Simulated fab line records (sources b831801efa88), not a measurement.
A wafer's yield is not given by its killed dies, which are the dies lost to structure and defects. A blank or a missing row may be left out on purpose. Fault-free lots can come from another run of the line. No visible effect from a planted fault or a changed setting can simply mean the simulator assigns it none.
Matching of chambers || flow sky130 || 4 sister chambers for SKY_POLY_GATE_ETCH_17 on rie si-01
The step etches poly-Si in HBr/Cl2, stops on SiO2, target depth 180 nm, time 70.5 s. 7 wafers are shown with their chamber, then 7 later ones without.

WAFERS PAIRED WITH THEIR CHAMBERS
{"wafer": "L180.3", "chamber": 3, "drypump motor current A (A)": 6.1, "bias w (W)": 100.24}
{"wafer": "L180.6", "chamber": 3, "drypump motor current A (A)": 6.1, "bias w (W)": 99.76}
{"wafer": "L184.2", "chamber": 2, "drypump motor current A (A)": 6.8, "bias w (W)": 99.66}
{"wafer": "L184.3", "chamber": 1, "drypump motor current A (A)": 5.9, "bias w (W)": 99.84}
{"wafer": "L184.6", "chamber": 0, "drypump motor current A (A)": 5.2, "bias w (W)": 100.37}
{"wafer": "L186.1", "chamber": 1, "drypump motor current A (A)": 5.8, "bias w (W)": 99.92}
{"wafer": "L186.3", "chamber": 2, "drypump motor current A (A)": 6.9, "bias w (W)": 99.69}

WAFERS WITHOUT THEIR CHAMBER
{"wafer": "L186.5", "drypump motor current A (A)": 6.8, "bias w (W)": 99.60}
{"wafer": "L190.1", "drypump motor current A (A)": 5.2, "bias w (W)": 99.88}
{"wafer": "L190.2", "drypump motor current A (A)": 6.2, "bias w (W)": 99.77}
{"wafer": "L190.3", "drypump motor current A (A)": 6.8, "bias w (W)": 100.43}
{"wafer": "L193.2", "drypump motor current A (A)": 6.9, "bias w (W)": 100.11}
{"wafer": "L193.4", "drypump motor current A (A)": 5.9, "bias w (W)": 100.78}
{"wafer": "L193.6", "drypump motor current A (A)": 6.2, "bias w (W)": 100.29}

WHICH CHAMBER EACH ONE RAN IN
{"wafer": "L186.5", "from the rows above": 2, "in truth": 2}
{"wafer": "L190.1", "from the rows above": 0, "in truth": 0}
{"wafer": "L190.2", "from the rows above": 3, "in truth": 3}
{"wafer": "L190.3", "from the rows above": 2, "in truth": 2}
{"wafer": "L193.2", "from the rows above": 2, "in truth": 2}
{"wafer": "L193.4", "from the rows above": "can't be placed: 1 or 3", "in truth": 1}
{"wafer": "L193.6", "from the rows above": 3, "in truth": 3}
Correct placement for 6 of the 7. Can't be placed from these rows: 1 (the true chamber is among the candidates in 1). Placed wrongly: 0.
How it was worked out, from the rows above alone: a wafer's distance from a chamber is the root of the sum, over the readings, of the square of ((its reading less the chamber's mean) divided by the reading's scatter). If the next closest chamber is less than 2 further off than the closest, the wafer can't be placed; otherwise it belongs to the closest. Each chamber's mean is taken over the wafers shown for it. The scatter: take each reading less its chamber's mean, square it, sum over the shown wafers, divide by the number of wafers less the number of chambers, and take the root.
